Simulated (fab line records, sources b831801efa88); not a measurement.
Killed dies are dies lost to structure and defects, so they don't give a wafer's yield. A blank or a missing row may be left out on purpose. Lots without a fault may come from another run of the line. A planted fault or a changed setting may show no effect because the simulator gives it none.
Chamber matching | flow gf180mcu | GF_STI_ETCH_13 on rie_diel-04: 4 sister chambers
The step etches the open film in CHF3/O2, stops on Si, target depth 282.31 nm, time 112.9 s. 4 wafers are shown with their chamber, then 11 later ones without.

WAFERS WITH THEIR CHAMBER
wafer  | chamber | drypump_motor_current_A (A)
L083.1 | 0       | 6.04
L085.4 | 2       | 6.21
L085.6 | 1       | 5.76
L091.4 | 3       | 5.68

WAFERS WITHOUT THEIR CHAMBER
wafer  | drypump_motor_current_A (A)
L091.5 | 5.75
L091.6 | 6.19
L094.2 | 5.66
L094.3 | 6.22
L094.6 | 6.22
L095.2 | 5.67
L095.4 | 6.06
L095.5 | 5.76
L097.4 | 6.22
L097.5 | 6.06
L097.6 | 6.21

WHICH CHAMBER EACH WENT THROUGH
wafer  | from the rows above | in truth
L091.5 | 1                   | 1
L091.6 | 2                   | 2
L094.2 | 3                   | 3
L094.3 | 2                   | 2
L094.6 | 2                   | 2
L095.2 | 3                   | 3
L095.4 | 0                   | 0
L095.5 | 1                   | 1
L097.4 | 2                   | 2
L097.5 | 0                   | 0
L097.6 | 2                   | 2
Placed correctly: 11 of 11. Can't be placed from these rows: 0. Placed wrongly: 0.
How it was worked out, from the rows above alone: a wafer's distance from a chamber is the root of the sum, over the readings, of the square of ((its reading less the chamber's mean) divided by the reading's scatter). The wafer belongs to the nearest chamber; if the next one is less than 2 further off, it can't be placed. A chamber's mean is the mean of its shown wafers. The scatter: with one shown wafer a chamber, the root of the mean of the squares of how far each hidden wafer lies from its nearest shown one.
